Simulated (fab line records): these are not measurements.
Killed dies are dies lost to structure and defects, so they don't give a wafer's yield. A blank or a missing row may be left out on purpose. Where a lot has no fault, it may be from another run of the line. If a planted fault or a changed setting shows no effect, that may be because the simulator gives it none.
fab line records	flow sky130
record lots=5	wafers=15	last_day=50
route steps=708 shown VIA3@589 METAL4@598 PAD_OPEN@708
lots with no fault: from the same line, run without faults
start_h: hours from the record's first day to the start of the lot's first wafer shown	wait_h: hours since the lot's step before	" same as the row above	L1.1+2: one row covering several wafers at once	- no value, or no start was given	* or withheld: withheld	< > ~ a bound
route shown NAME@n: a module of which the file shows steps, and the number in the route of the first	usual: mean/standard deviation taken from wafers without a fault	same: alike in all rows	chamber/n: place in a boat	sites: each site's reading	_std_site: the values' standard deviation	_edge_site: outer sites' mean less inner sites'	radius_mm: how far each site lies from the wafer's centre	mask NAME#n: copy n	behind: the last tool/chamber to shape the wafer	hold: cause of the lot's hold/its duration in hours/its outcome	device: names the non-switching transistor (n, p or np)	end of line: the same wafers' tests at the end of the route	for a step that has no rows: nothing shown but its recipe	killed: count of dies lost to structure and defects at first sort (not the wafer's yield)	map: a wafer's dies, marking killed ones x, the rest . and places with no die _
set.NAME: the setting as run; set.NAME@STEP: as run at that earlier step	model.NAME: the simulator's own value behind a step, which no gauge read
lots seen at some steps along the route; tables by step, rows by wafer
services: the hour from which a tool's chamber was out of use, counted from the record's first day as start_h (under 0 if before that day), plus the number of hours and why
## steps
# step SKY_VIA3_STRIP_16
# recipe chemistry=O2/N2	power_w=1400	pressure_mtorr=1500	platen_temp_c=withheld	o2_flow_sccm=3000	n2_flow_sccm=300	overash_fraction=0.5
# usual chamber_pressure_mTorr=1499.9/1.2	drypump_motor_current_A=5.82/0.27	oes_product_au=0.402/0.0043	strip_time_to_endpoint_s=4.135/0.021
lot.wafer	tool	chamber	start_h	wait_h	chamber_pressure_mTorr	drypump_motor_current_A	oes_product_au	rf_hours_counter_h	strip_time_to_endpoint_s
L458.1	plasma_asher-01	0	924.34	0.0	1499.8	5.58	0.403	18	4.151
L458.5	"	0	"	"	1500.5	5.55	0.407	-	4.130
L458.6	"	1	"	"	1499.6	6.01	0.404	-	4.177
L467.1	plasma_asher-02	1	1000.68	0.0	1499.5	5.70	0.401	86	4.094
L467.3	"	0	"	"	1497.6	5.57	0.405	-	4.097
L467.6	"	1	"	"	1501.4	5.71	0.396	-	4.117
L469.1	plasma_asher-02	1	1011.26	0.0	1499.7	5.74	0.409	88	4.122
L469.3	"	1	"	"	1500.3	5.76	0.405	-	4.142
L469.5	"	0	"	"	1500.5	5.59	0.396	-	4.142
L479.2	plasma_asher-03	0	1072.49	0.0	1501.3	6.40	0.407	0	4.153
L479.3	"	0	"	"	1497.5	6.40	0.407	-	4.122
L479.6	"	1	"	"	1498.8	6.01	0.399	-	4.138
L480.1	plasma_asher-02	1	1078.14	0.0	1499.1	5.69	0.407	93	4.100
L480.5	"	0	"	"	1499.9	5.60	0.402	-	4.126
L480.6	"	1	"	"	1500.2	5.71	0.402	-	4.174
# step SKY_VIA3_STRIP_17
# recipe chemistry=post_etch_residue_remover	time_s=1200	temp_c=72.5
# step SKY_VIA3_CLEAN_18
# recipe chemistry=IPA	time_s=180	temp_c=25
# step SKY_VIA3_CLEAN_19
# recipe chemistry=O3/DIW	dry=n2_spin
# step SKY_VIA3_SPUTTER_20
# recipe material=TiN	target_thk_nm=20	chamber_pressure_pa=5	power_w=4000	time_s=80
# step SKY_VIA3_CVD_21
# recipe material=W	target_thk_nm=390	time_s=117.31	temp_c=400	pressure_torr=40
# usual heater_power_outer_w=553/69	heater_power_w=897/98
lot.wafer	tool	chamber	start_h	wait_h	heater_power_outer_w	heater_power_w
L458.1	cvd_w-01	1	924.99	0.0	435	736
L458.5	"	1	"	"	427	713
L458.6	"	0	"	"	500	815
L467.1	cvd_w-01	0	1001.37	0.0	497	831
L467.3	"	0	"	"	511	825
L467.6	"	1	"	"	434	750
L469.1	cvd_w-02	0	1011.91	0.0	640	986
L469.3	"	1	"	"	559	965
L469.5	"	1	"	"	573	907
L479.2	cvd_w-02	1	1073.19	0.0	570	906
L479.3	"	1	"	"	568	924
L479.6	"	1	"	"	555	920
L480.1	cvd_w-02	0	1078.81	0.0	617	965
L480.5	"	1	"	"	565	953
L480.6	"	0	"	"	618	1018
# step SKY_VIA3_RS_MEAS_22
# recipe thk_meas_gauge=four-point-probe	reads=W_of_VIA3_CVD_21+TiN_of_VIA3_SPUTTER_20
# usual VIA3_W_RS=0.2954/0.0027
lot.wafer	tool	chamber	start_h	wait_h	VIA3_W_RS[ohm/sq]
L458.1	film_metro-03	-	925.12	0.1	0.2935
L458.5	"	-	"	"	0.2927
L458.6	"	-	"	"	0.2922
L467.1	film_metro-01	-	1001.49	0.1	0.2957
L467.3	"	-	"	"	0.2989
L467.6	"	-	"	"	0.2961
L469.1	film_metro-03	-	1012.04	0.1	0.2939
L469.3	"	-	"	"	0.2960
L469.5	"	-	"	"	0.2936
L479.2	film_metro-01	-	1073.34	0.1	0.2974
L479.3	"	-	"	"	0.2980
L479.6	"	-	"	"	0.2985
L480.1	film_metro-01	-	1078.94	0.1	0.2938
L480.5	"	-	"	"	0.2967
L480.6	"	-	"	"	0.2914
# step SKY_VIA3_THK_MEAS_23
# recipe thk_meas_gauge=xrf	reads=W_of_VIA3_CVD_21
# usual VIA3_W_THK=385/5.1
lot.wafer	tool	chamber	start_h	wait_h	VIA3_W_THK[nm]
L458.1	film_metro-03	-	925.24	0.1	388
L458.5	"	-	"	"	385
L458.6	"	-	"	"	387
L467.1	film_metro-01	-	1001.61	0.1	386
L467.3	"	-	"	"	384
L467.6	"	-	"	"	383
L469.1	film_metro-03	-	1012.16	0.1	385
L469.3	"	-	"	"	381
L469.5	"	-	"	"	386
L479.2	film_metro-01	-	1073.45	0.1	387
L479.3	"	-	"	"	386
L479.6	"	-	"	"	386
L480.1	film_metro-01	-	1079.06	0.1	390
L480.5	"	-	"	"	387
L480.6	"	-	"	"	393
# step SKY_VIA3_CMP_24
# recipe stop_on=SiO2	t_overpolish_s=18.53	down_force_psi=3.5	platen_rpm=60	target_thk_nm=0	pad_velocity_m_s=0.94248
# step SKY_METAL4_SPUTTER_00
# recipe material=Ti	target_thk_nm=15	power_w=3000	time_s=10	chamber_pressure_pa=0.4
# usual throttle_valve_pct=29.8/0.85
lot.wafer	tool	chamber	start_h	wait_h	throttle_valve_pct
L458.1	pvd_sputter-03	-	925.60	0.1	30.4
L458.5	"	-	"	"	30.7
L458.6	"	-	"	"	29.1
L467.1	pvd_sputter-03	-	1001.97	0.1	29.2
L467.3	"	-	"	"	30.9
L467.6	"	-	"	"	30.6
L469.1	pvd_sputter-04	-	1012.52	0.1	30.6
L469.3	"	-	"	"	29.6
L469.5	"	-	"	"	29.8
L479.2	pvd_sputter-04	-	1073.80	0.1	30.5
L479.3	"	-	"	"	31.2
L479.6	"	-	"	"	29.9
L480.1	pvd_sputter-02	-	1079.42	0.2	27.8
L480.5	"	-	"	"	28.3
L480.6	"	-	"	"	29.4
# step SKY_METAL4_SPUTTER_01
# recipe material=TiN	target_thk_nm=20	power_w=6500	time_s=16.7	chamber_pressure_pa=0.4
# step SKY_METAL4_SPUTTER_02
# recipe material=AlCu	target_thk_nm=735	power_w=10600	time_s=39.1	chamber_pressure_pa=0.4
# usual throttle_valve_pct=29.8/0.86
lot.wafer	tool	chamber	start_h	wait_h	throttle_valve_pct
L458.1	pvd_sputter-03	-	925.64	0.0	30.3
L458.5	"	-	"	"	30.7
L458.6	"	-	"	"	29.5
L467.1	pvd_sputter-03	-	1002.02	0.0	29.3
L467.3	"	-	"	"	30.8
L467.6	"	-	"	"	30.7
L469.1	pvd_sputter-04	-	1012.56	0.0	30.4
L469.3	"	-	"	"	29.4
L469.5	"	-	"	"	29.9
L479.2	pvd_sputter-04	-	1073.85	0.0	30.8
L479.3	"	-	"	"	30.7
L479.6	"	-	"	"	30.0
L480.1	pvd_sputter-02	-	1079.46	0.0	27.8
L480.5	"	-	"	"	28.0
L480.6	"	-	"	"	29.3
# step SKY_METAL4_SPUTTER_03
# recipe material=Ti	target_thk_nm=5	power_w=3000	time_s=3.3	chamber_pressure_pa=0.4
# usual throttle_valve_pct=29.8/0.85
lot.wafer	tool	chamber	start_h	wait_h	throttle_valve_pct	model.Ti_of_METAL4_SPUTTER_03.thk_nm
L458.1	pvd_sputter-03	-	925.68	0.0	30.3	4.8
L458.5	"	-	"	"	30.9	4.83
L458.6	"	-	"	"	29.2	4.86
L467.1	pvd_sputter-03	-	1002.06	0.0	28.9	5.116
L467.3	"	-	"	"	30.8	4.997
L467.6	"	-	"	"	30.9	5.113
L469.1	pvd_sputter-04	-	1012.60	0.0	30.6	4.923
L469.3	"	-	"	"	29.3	4.918
L469.5	"	-	"	"	29.8	5.193
L479.2	pvd_sputter-04	-	1073.88	0.0	30.5	5.002
L479.3	"	-	"	"	30.8	4.903
L479.6	"	-	"	"	30.0	4.917
L480.1	pvd_sputter-02	-	1079.50	0.0	27.9	4.922
L480.5	"	-	"	"	28.2	4.799
L480.6	"	-	"	"	29.5	4.95
# step SKY_METAL4_SPUTTER_04
# recipe material=TiN	target_thk_nm=70	power_w=6500	time_s=58.3	chamber_pressure_pa=0.4
# usual throttle_valve_pct=29.8/0.86
lot.wafer	tool	chamber	start_h	wait_h	throttle_valve_pct
L458.1	pvd_sputter-03	-	925.70	0.0	30.2
L458.5	"	-	"	"	30.8
L458.6	"	-	"	"	29.2
L467.1	pvd_sputter-03	-	1002.08	0.0	29.4
L467.3	"	-	"	"	31.1
L467.6	"	-	"	"	30.7
L469.1	pvd_sputter-04	-	1012.62	0.0	30.5
L469.3	"	-	"	"	29.6
L469.5	"	-	"	"	29.9
L479.2	pvd_sputter-04	-	1073.90	0.0	30.5
L479.3	"	-	"	"	31.0
L479.6	"	-	"	"	30.2
L480.1	pvd_sputter-02	-	1079.52	0.0	28.1
L480.5	"	-	"	"	28.3
L480.6	"	-	"	"	29.4
# step SKY_PAD_OPEN_PROBE_99
# usual defect_limited_yield=82.4/1.8	killed_at_M0_to_M3=44/7	killed_at_M4_up=3.2/2	killed_at_contacts=25/5.3	killed_at_front_end=15/4.3	killed_at_other=0.3/0.54	killed_dies=86/8.7	killed_open=47/6.4	killed_short=39/5.6	sort_bin_3_pad_short=0.9/0.43	sort_bin_5_function=10.4/1.4	sort_bin_6_memory=6.3/1.2	sort_n_pass=406/8.7	sort_yield_pct=82.4/1.8
# same gross_dies=492	killed_at_back_side=0	sort_bin_4_leakage[%]=0	sort_bin_8_speed[%]=0
lot.wafer	tool	chamber	start_h	wait_h	defect_limited_yield[%]	killed_at_M0_to_M3	killed_at_M4_up	killed_at_contacts	killed_at_front_end	killed_at_other	killed_dies	killed_open	killed_short	sort_bin_3_pad_short[%]	sort_bin_5_function[%]	sort_bin_6_memory[%]	sort_n_pass	sort_yield_pct[%]
L458.1	prober-01	-	1070.70	0.1	81.7	48	1	26	15	0	90	50	39	1.0	10.2	7.1	402	81.7
L458.5	prober-01	-	1070.90	0.2	81.9	49	4	27	9	0	89	46	43	1.2	11.2	5.7	403	81.9
L458.6	prober-01	-	1070.95	0.2	79.7	53	2	25	20	0	100	51	49	1.2	10.2	8.9	392	79.7
L467.1	prober-02	-	1134.94	0.1	82.3	57	4	20	6	0	87	52	35	1.0	9.1	7.5	405	82.3
L467.3	prober-02	-	1135.04	0.2	82.7	51	5	20	9	0	85	46	39	1.2	11.8	4.3	407	82.7
L467.6	prober-02	-	1135.19	0.2	86.4	36	2	19	10	0	67	38	29	1.0	6.9	5.7	425	86.4
L479.2	prober-02	-	1191.95	0.1	78.9	49	8	36	10	1	104	59	45	1.0	12.0	8.1	388	78.9
L479.3	prober-02	-	1192.00	0.2	81.9	48	2	24	15	0	89	48	41	1.0	11.0	6.1	403	81.9
L479.6	prober-02	-	1192.15	0.2	82.5	36	0	34	16	0	86	42	44	0.8	10.6	6.1	406	82.5
# killed by level:class
L458.1 CONTACT:geometric_particle:open=11 VIA1:geometric_particle:open=10 VIA2:geometric_particle:open=9 VIA2:geometric_particle:short=6 CONTACT:geometric_particle:short=5 POLY_GATE:geometric_particle:open=4 LI_CONTACT:geometric_particle:open=4 METAL1:geometric_particle:short=4
L458.5 CONTACT:geometric_particle:open=9 CONTACT:geometric_particle:short=8 VIA3:geometric_particle:open=8 VIA2:geometric_particle:open=7 METAL1:geometric_particle:short=7 VIA1:geometric_particle:open=7 LI_CONTACT:geometric_particle:open=6 VIA1:geometric_particle:short=5
L458.6 METAL1:geometric_particle:short=10 VIA2:geometric_particle:open=10 CONTACT:geometric_particle:open=7 VIA1:geometric_particle:open=7 LI_CONTACT:geometric_particle:open=6 FIELD_ISO:geometric_particle:open=5 METAL3:geometric_particle:short=5 METAL2:geometric_particle:short=5
L467.1 VIA1:geometric_particle:open=17 METAL1:geometric_particle:short=9 CONTACT:geometric_particle:open=8 VIA3:geometric_particle:open=8 VIA1:geometric_particle:short=6 VIA2:geometric_particle:open=6 LI_CONTACT:geometric_particle:open=5 LOCAL_INTERCONNECT:geometric_particle:short=4
L467.3 VIA1:geometric_particle:open=14 CONTACT:geometric_particle:open=9 VIA1:geometric_particle:short=8 METAL2:geometric_particle:short=6 VIA3:geometric_particle:open=5 VIA2:geometric_particle:short=5 LI_CONTACT:geometric_particle:open=4 VIA2:geometric_particle:open=4
L467.6 VIA1:geometric_particle:open=10 LOCAL_INTERCONNECT:geometric_particle:short=7 METAL2:geometric_particle:short=7 CONTACT:geometric_particle:open=6 VIA3:geometric_particle:open=6 LI_CONTACT:geometric_particle:open=4 VIA1:geometric_particle:short=4 VIA2:geometric_particle:open=4
L479.2 VIA1:geometric_particle:open=18 LOCAL_INTERCONNECT:geometric_particle:short=9 LI_CONTACT:geometric_particle:open=7 VIA2:geometric_particle:open=7 LI_CONTACT:geometric_particle:short=6 CONTACT:geometric_particle:short=6 CONTACT:geometric_particle:open=6 METAL4:geometric_particle:short=5
L479.3 VIA1:geometric_particle:open=12 METAL1:geometric_particle:short=10 LI_CONTACT:geometric_particle:open=8 VIA3:geometric_particle:open=7 CONTACT:geometric_particle:open=6 VIA2:geometric_particle:open=5 METAL3:geometric_particle:short=5 FIELD_ISO:geometric_particle:open=4
L479.6 CONTACT:geometric_particle:open=16 VIA1:geometric_particle:open=8 POLY_GATE:geometric_particle:short=6 LOCAL_INTERCONNECT:geometric_particle:short=6 FIELD_ISO:geometric_particle:open=5 CONTACT:geometric_particle:short=5 METAL1:geometric_particle:short=5 VIA1:geometric_particle:short=5
## services
tool	chamber	start_h	hours	kind
cvd_w-01	-	903.25	0.9	repair
cvd_w-01	-	904.20	14.0	pm
cvd_w-01	0	904.20	14.0	vent_cycle
pvd_sputter-04	1	909.30	-	consumable_replace:kit
pvd_sputter-04	1	909.30	18.0	scheduled_down
pvd_sputter-04	1	909.30	18.0	vent_cycle
pvd_sputter-02	-	935.66	2.6	repair
pvd_sputter-02	-	946.19	4.0	repair
cvd_w-01	-	958.58	1.2	repair
pvd_sputter-02	-	960.31	6.9	repair
plasma_asher-03	-	971.18	4.8	repair
cvd_w-01	-	972.74	2.0	repair
plasma_asher-03	-	994.45	14.6	pm
pvd_sputter-02	0	1016.17	-	consumable_replace:kit
pvd_sputter-02	0	1016.17	18.0	scheduled_down
pvd_sputter-02	0	1016.17	18.0	vent_cycle
pvd_sputter-03	1	1016.95	-	consumable_replace:kit
pvd_sputter-03	1	1016.95	18.0	scheduled_down
pvd_sputter-03	1	1016.95	18.0	vent_cycle
plasma_asher-02	-	1035.97	21.6	pm
plasma_asher-03	-	1051.14	12.1	repair
plasma_asher-03	-	1063.28	9.0	pm
pvd_sputter-02	-	1065.46	5.2	repair
plasma_asher-01	-	1074.77	9.7	repair
## key
first_sign none at tools or gauges
model_effect step=SKY_METAL4_SPUTTER_03	value=Ti_of_METAL4_SPUTTER_03.thk_nm	without=4.922	struck=5.193
met_at SKY_METAL4_SPUTTER_03
struck_wafers L469.5
fault kind=process_parameter_drift	tool=pvd_sputter-04	chamber=-	onset_h=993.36	steps=SKY_METAL4_SPUTTER_03	channel=time_s	offset=*	shape=step	end_h=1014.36	acts_in=*	stated=*	scope=struck_wafers_only
